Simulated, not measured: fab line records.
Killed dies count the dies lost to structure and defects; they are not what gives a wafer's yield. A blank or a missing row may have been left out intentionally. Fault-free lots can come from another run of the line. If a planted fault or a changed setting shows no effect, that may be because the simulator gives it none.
Comparing a struck lot with a sound one    flow gf180mcu    14 steps out of a route of 602
Sound: the wafers L567.1, L567.2, L567.4. Wafers struck: L574.1, L574.3, L574.5. The cause is named last.
Per side, at each step with rows, come the tool, then ch with its chambers, and then its first start. Under that, the readings that differ: sound wafers    struck wafers    difference of the means    sigmas: that difference in standard deviations of wafers without a fault.
alike: words and numbers the same on both sides, and readings whose means are apart by under 2 such deviations; not compared: readings that were withheld, readings missing a value for some wafer, numbers with overlapping values and no deviation given by the record, and bounds like >300 which may hide the same value.
A row with sigmas, a row that says differs or no value, or rows on one side alone: a step with any of these is where the two part. Numbers that have no deviation but don't overlap get no sigmas and don't part them. A reading that every wafer of one side lacks parts them only if that side has two wafers or more.

GF_V5_ETCH_16: etches BARC in N2/H2.
  sound on rie_diel-03 ch 1,2,3, day 27 09:39; struck on rie_diel-04 ch 1,3, day 29 15:51
  alike: drypump_motor_current_A, oes_product_au, rf_fwd_power_W, throttle_valve_pct
GF_V5_ETCH_17: etches SiO2 in C4F8/O2/Ar, stops on TiN, target depth 855 nm.
  sound: rie_diel-03 ch 1,2,3; struck: rie_diel-04 ch 1,3
  alike: oes_product_au, rf_fwd_power_W
then, 4 steps without rows for these wafers: GF_V5_STRIP_18 (strips in O2/N2); GF_V5_STRIP_19 (strips in post etch residue remover, time 1200 s); GF_V5_CLEAN_20 (cleans in DIW); GF_V5_SPUTTER_21 (material Ti, target thk 15 nm, time 80.02 s).
GF_V5_SPUTTER_22: material TiN, target thk 10 nm, time 40 s.
  sound: pvd_sputter-01 at day 27 10:31; struck: pvd_sputter-03 at day 29 16:36
  alike: cathode_dc_power_W, chamber_pressure_pa, throttle_valve_pct
then, 1 step without rows for these wafers: GF_V5_CVD_23 (deposits W, target thk 350 nm, time 104.9 s).
GF_V5_RS_MEAS_24: uses a four-point probe to measure.
  sound: film_metro-02 at day 27 10:40; struck: film_metro-01 at day 29 16:45
  alike: V5_W_RS
GF_V5_THK_MEAS_25: measures by xrf.
  sound: film_metro-02 at day 27 10:47; struck: film_metro-01 at day 29 16:52
  alike: V5_W_THK
GF_V5_CMP_26: polishes, stops on SiO2, t overpolish 15 s, target thk 0 nm.
  sound on cmp-01 ch 0,1,2, day 27 10:50; struck on cmp-02 ch 2,3, day 29 16:59
  alike: head_pressure_psi, motor_current_A, overpolish_run_s, time_to_endpoint_s
GF_TOP_METAL_SPUTTER_00: material Ti, target thk 37.5 nm, time 150 s.
  sound: pvd_sputter-04 at day 27 11:08; struck: pvd_sputter-03 at day 29 17:14
  alike: cathode_dc_power_W, chamber_pressure_pa, throttle_valve_pct
GF_TOP_METAL_SPUTTER_01: material TiN, target thk 30 nm, time 25 s.
  sound: pvd_sputter-04 at day 27 11:14; struck: pvd_sputter-03 at day 29 17:20
  no value came back on the struck wafers for cathode_dc_power_W (W), chamber_pressure_pa (Pa), throttle_valve_pct (%); on the sound wafers cathode_dc_power_W (W) reads 6498.9 6500.2 6501.3
then, 1 step without rows for these wafers: GF_TOP_METAL_SPUTTER_02 (material AlCu, target thk 900 nm, time 47.82 s).

## WHERE THEY PART
Only at GF_TOP_METAL_SPUTTER_01, as far as this record shows.

WHY: whatever the simulator had introduced
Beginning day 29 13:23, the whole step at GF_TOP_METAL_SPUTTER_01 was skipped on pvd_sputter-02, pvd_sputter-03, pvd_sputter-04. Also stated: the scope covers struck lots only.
